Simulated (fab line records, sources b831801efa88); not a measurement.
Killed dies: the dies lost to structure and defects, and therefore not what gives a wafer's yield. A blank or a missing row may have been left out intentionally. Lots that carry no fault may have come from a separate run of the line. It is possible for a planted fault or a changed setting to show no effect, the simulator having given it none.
Problem report, 8D (eight disciplines) form, completed by code    flow sfq line    the parts of the form that need people (team, actions taken, sign-off) are left out

## 1. PROBLEM STATEMENT
At SFQ_TRILAYER_M4_ETCH_METAL_ETCH_096, rf fwd power W averages 693.2 W over 6 wafers from 2 lots, while fault-free wafers read 597.4 W, standard deviation 1.8. Relative to the usual mean, that is a shift of +53 standard deviations.
The step: etches Nb in Cl2/Ar, stops on SiO2, target depth 240 nm, time 120 s.
The first sign was on wafer L835.1 at day 60 00:40, on rie metal-03. The record holds 42 wafers of 14 lots with a number at this step. By rule, "out" or "out of limits" means more than 4 standard deviations away from the usual mean. The other wafers with a number count as sound.

## 2. WHAT IT IS AND WHAT IT IS NOT
question                     is                      is not
which readings at this step  rf fwd power W          drypump motor current A, oes product au
which lots                   L835, L837              L823, L825, L827, L829, L830, L836, L839, L841, L842, L843, L844, L845
which wafers of those lots   all that have a number  -
read on which tools          rie metal-03            rie metal-02, rie metal-04
when                         from day 60 00:40       up to then (15 sound wafers); but 21 sound wafers of L836, L839, L841, L842, L843, L844, L845 came after

## 3. WHAT RULES OUT EACH SUSPECT
Counting: any tool at a process step up to the reading is kept as a suspect provided that every lot that is out went through it and no sound lot did after the first of them.
- rie metal-03 at SFQ_TRILAYER_M4_ETCH_METAL_ETCH_096 (etches Nb in Cl2/Ar, stops on SiO2, target depth 240 nm, time 120 s): ruled out as a lasting fault. After its first lot that is out, L835 (day 60 00:40), sound lots L841, L842, L843, L844, L845 ran on it.
Left after counting: nothing in the record.

## 4. THE CAUSE (what the simulator had put in)
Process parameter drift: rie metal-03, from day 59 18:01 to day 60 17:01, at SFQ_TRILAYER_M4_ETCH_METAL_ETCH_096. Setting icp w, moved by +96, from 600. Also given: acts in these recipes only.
Counting ruled it out, wrongly.

## 5. SEQUENCE OF EFFECTS, ordered by route
Each row: a reading whose mean over the struck wafers that have a number lies more than 3 standard deviations from the usual. Only readings for which the record gives a usual standard deviation are gone through. hours: the time from each lot's start at the first step in this table that gives one to its start at this step, as a median over the lots. sigmas: the change in usual standard deviations.
hours  step                                 reading         usual    on struck wafers  change  sigmas
0      SFQ_TRILAYER_M4_ETCH_METAL_ETCH_096  rf fwd power W  597.4 W  693.2             +95.8   +53
It contains these process steps:
- SFQ_TRILAYER_M4_ETCH_METAL_ETCH_096: etches Nb in Cl2/Ar, stops on SiO2, target depth 240 nm, time 120 s.
At these later measuring or inspecting steps, every struck wafer for which the step has a row has a number for every such reading, and none has moved that far: SFQ_JJ_OVL_MEAS_931.

## 6. WHAT WOULD HAVE CAUGHT IT SOONER
In this record the first reading out of limits was taken at day 60 00:40, 7 hours after the fault began at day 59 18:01.
